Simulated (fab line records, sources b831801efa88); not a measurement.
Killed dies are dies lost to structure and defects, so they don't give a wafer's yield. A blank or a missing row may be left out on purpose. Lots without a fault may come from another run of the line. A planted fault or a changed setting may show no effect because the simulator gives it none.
Which tool did it? | flow gf180mcu | 13 lots, 39 wafers sampled, at 3 steps of a route of 602

WHAT THE GAUGES READ, wafer by wafer
GF_V1_BOW_MEAS_05. Usual: V1_BOW 81 um, standard deviation 6.8.
lot  | measured     | on            | V1_BOW (um) | flag
L724 | day 16 20:47 | film_metro-01 | 82 88 67    |
L725 | day 17 07:27 | film_metro-03 | 96 84 88    |
L726 | day 17 18:58 | film_metro-03 | 84 82 81    |
L727 | day 18 02:55 | film_metro-01 | 83 83 74    |
L728 | day 18 13:46 | film_metro-01 | 84 86 83    |
L733 | day 20 16:19 | film_metro-03 | 76 86 87    |
L734 | day 21 10:47 | film_metro-03 | 84 88 71    |
L735 | day 21 09:54 | film_metro-03 | 80 89 83    |
L742 | day 23 23:58 | film_metro-02 | 83 81 73    |
L743 | day 24 02:27 | film_metro-03 | 70 81 78    |
L745 | day 24 19:32 | film_metro-02 | 80 78 85    |
L746 | day 25 02:52 | film_metro-03 | 78 82 79    |
L747 | day 25 10:44 | film_metro-02 | 79 84 73    |

WHICH TOOL RAN EACH LOT (tool, then ch and the chambers of the sampled wafers, then the start)
lot  | GF_DNWELL_COAT_02                | GF_DNWELL_STRIP_08
L724 | litho_track-03 ch 0, day 2 12:07 | plasma_asher-03 ch 0,1, day 2 18:28
L725 | litho_track-01 ch 0, day 2 16:44 | plasma_asher-03 ch 0,1, day 2 23:55
L726 | litho_track-03 ch 0, day 2 22:31 | plasma_asher-03 ch 0,1, day 3 05:31
L727 | litho_track-03 ch 0, day 3 03:25 | plasma_asher-02 ch 0,1, day 3 09:55
L728 | litho_track-03 ch 0, day 3 07:43 | plasma_asher-03 ch 0,1, day 3 15:07
L733 | litho_track-03 ch 0, day 4 09:34 | plasma_asher-03 ch 0,1, day 4 16:38
L734 | litho_track-03 ch 0, day 4 21:13 | plasma_asher-01 ch 0,1, day 5 04:28
L735 | litho_track-01 ch 0, day 5 00:46 | plasma_asher-03 ch 0, day 5 07:19
L742 | litho_track-01 ch 0, day 6 11:22 | plasma_asher-02 ch 0,1, day 6 19:24
L743 | litho_track-01 ch 0, day 6 16:11 | plasma_asher-02 ch 0,1, day 7 00:48
L745 | litho_track-03 ch 0, day 7 03:53 | plasma_asher-03 ch 0,1, day 7 12:05
L746 | litho_track-01 ch 0, day 7 06:14 | plasma_asher-02 ch 0,1, day 7 14:19
L747 | litho_track-01 ch 0, day 7 17:13 | plasma_asher-01 ch 0,1, day 8 01:25
- GF_DNWELL_COAT_02: resist thk 3000 nm.
- GF_DNWELL_STRIP_08: strips in O2/N2.

WHAT THE TOOLS THEMSELVES READ (means of the sampled wafers that have a number; where no wafer has one, the mark that the record gives instead)
GF_DNWELL_COAT_02. Usual: dispense_pressure_kPa 49.9 kPa, standard deviation 1.5; spin_speed_rpm 2000.2 rpm, standard deviation 1.1.
lot  | tool           | dispense_pressure_kPa (kPa) | spin_speed_rpm (rpm) | flag
L724 | litho_track-03 | 49.3                        | 2000.6               |
L725 | litho_track-01 | 51.7                        | 2000.8               |
L726 | litho_track-03 | 49.3                        | 2001.3               |
L727 | litho_track-03 | 49.3                        | 1999.3               |
L728 | litho_track-03 | 49.3                        | 2000.7               |
L733 | litho_track-03 | 49.3                        | 1794.3               | OFF
L734 | litho_track-03 | 49.3                        | 1794.8               | OFF
L735 | litho_track-01 | 51.7                        | 1999.2               |
L742 | litho_track-01 | 51.7                        | 2000.9               |
L743 | litho_track-01 | 51.6                        | 1999.8               |
L745 | litho_track-03 | 49.3                        | 1999.5               |
L746 | litho_track-01 | 51.6                        | 2001.1               |
L747 | litho_track-01 | 51.6                        | 2000.0               |

GF_DNWELL_STRIP_08. Usual: drypump_motor_current_A 5.8 A, standard deviation 0.6; heater_power_w 321 W, standard deviation 24; oes_product_au 0.722 a.u., standard deviation 0.0046; platen_temp_c 250.03 C, standard deviation 0.18; strip_time_to_endpoint_s 36.97 s, standard deviation 0.098.
lot  | tool            | drypump_motor_current_A (A) | heater_power_w (W) | oes_product_au (a.u.) | platen_temp_c (C) | strip_time_to_endpoint_s (s) | flag
L724 | plasma_asher-03 | 5.6                         | 337                | 0.715                 | 250.17            | 36.89                        |
L725 | plasma_asher-03 | 6.2                         | 343                | 0.725                 | 249.94            | 36.94                        |
L726 | plasma_asher-03 | 5.7                         | 333                | 0.719                 | 249.91            | 37.16                        |
L727 | plasma_asher-02 | 5.7                         | 304                | 0.724                 | 250.02            | 37.03                        |
L728 | plasma_asher-03 | 5.7                         | 336                | 0.724                 | 250.01            | 37.03                        |
L733 | plasma_asher-03 | 6.2                         | 342                | 0.724                 | 249.99            | 38.90                        | OFF
L734 | plasma_asher-01 | 6.1                         | 280                | 0.719                 | 250.07            | 38.79                        | OFF
L735 | plasma_asher-03 | 6.7                         | 353                | 0.723                 | 250.18            | 36.89                        |
L742 | plasma_asher-02 | 5.7                         | 311                | 0.723                 | 250.14            | 36.90                        |
L743 | plasma_asher-02 | 5.7                         | 318                | 0.719                 | 249.91            | 37.01                        |
L745 | plasma_asher-03 | 5.7                         | 333                | 0.726                 | 250.02            | 36.94                        |
L746 | plasma_asher-02 | 5.7                         | 318                | 0.721                 | 250.03            | 37.01                        |
L747 | plasma_asher-01 | 6.1                         | 281                | 0.723                 | 250.25            | 36.77                        |

THE ANSWER, worked out from the rows above alone
Rule: a lot is off if the mean of its wafers that have a number lies more than 3 standard deviations from the usual mean. A lot without any number at a reading at which 4 lots or more have one is off too. The other lots that the step has rows for count as sound. The gauges are gone through in route order, then the tools' own readings, and for those a lot's mean is taken as printed above. The first step at which some lot is off is used, and at that step the reading that is off furthest; a lot without a number counts as furthest.
Off: L733, L734, at GF_DNWELL_COAT_02 (spin_speed_rpm).
A tool fits if, at that step or a process step before it, it ran every lot that is off, and no sound lot after the first of them. None of those tried fits.

WHAT THE SIMULATOR HAD PUT IN
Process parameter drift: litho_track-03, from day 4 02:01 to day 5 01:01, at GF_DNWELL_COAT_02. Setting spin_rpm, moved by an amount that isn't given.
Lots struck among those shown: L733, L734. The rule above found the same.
